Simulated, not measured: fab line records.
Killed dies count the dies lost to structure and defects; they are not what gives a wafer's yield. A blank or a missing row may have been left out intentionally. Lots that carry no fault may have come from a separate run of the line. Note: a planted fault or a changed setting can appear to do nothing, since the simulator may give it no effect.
8D (eight disciplines) problem report, filled in by code :: flow gf180mcu :: the parts of the form that need people (team, actions taken, sign-off) are left out

1. PROBLEM STATEMENT
tilt deg at GF_HV_LDD_IMPLANT_33 reads a mean of 34.556 degrees on 6 wafers of 2 lots; wafers without a fault read 29.999 degrees with a standard deviation of 0.018. So: +99 or more standard deviations from the usual mean.
Seen first at day 13 16:02 on implanter-01, wafer L837.1. Wafers with a number at this step in the record: 39, from 13 lots. The rule behind "out" and "out of limits": a value lying over 4 standard deviations away from the usual mean. The other wafers with a number count as sound.

2. WHAT IT IS, AND WHAT IT ISN'T
question: which readings at this step
is: tilt deg
is not: -

question: which lots
is: L837, L838
is not: L833, L839, L843, L844, L847, L848, L849, L850, L851, L852, L853

question: which wafers of those lots
is: all that have a number
is not: -

question: read on which tools
is: implanter-01
is not: implanter-02, implanter-03

question: when
is: from day 13 16:02
is not: up to then (3 sound wafers); but 30 sound wafers of L839, L843, L844, L847, L848, L849, L850, L851, L852, L853 came after

3. SUSPECTS, AND WHAT RULES EACH OUT
Counting: a tool at a process step up to the reading stays a suspect if it ran every lot that is out and no sound lot after the first of them.
- implanter-01 at GF_HV_LDD_IMPLANT_33: ruled out as a lasting fault. The sound lots L847, L850 went through it after L837, its earliest lot that is out (day 13 16:02).
Left after counting: nothing in the record.

4. THE CAUSE (what the simulator had put in)
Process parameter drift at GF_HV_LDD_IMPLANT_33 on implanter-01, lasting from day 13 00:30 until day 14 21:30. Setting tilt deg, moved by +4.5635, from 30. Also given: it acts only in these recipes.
Counting ruled it out, wrongly.

5. THE CHAIN OF EFFECTS, in route order
Each row: a reading where the mean over the struck wafers with a number is more than 3 standard deviations away from the usual. Scope: only readings with a usual standard deviation given in the record; hours: median across lots of the time from each lot's start at the first step in this table that gives one to its start at this step; sigmas: change in usual standard deviations.
hours: 0
step: GF_HV_LDD_IMPLANT_33
reading: tilt deg
usual: 29.999 degrees
on struck wafers: 34.556
change: +4.557
sigmas: +99 or more
It contains these process steps:
- GF_HV_LDD_IMPLANT_33
Readings that are blank on the struck wafers while sound wafers have them: HV_LDD_RS at GF_HV_LDD_RS_MEAS_53.

6. WHAT WOULD HAVE CAUGHT IT SOONER
16 hours passed between the start of the fault at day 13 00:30 and the first reading out of limits in this record, taken at day 13 16:02.
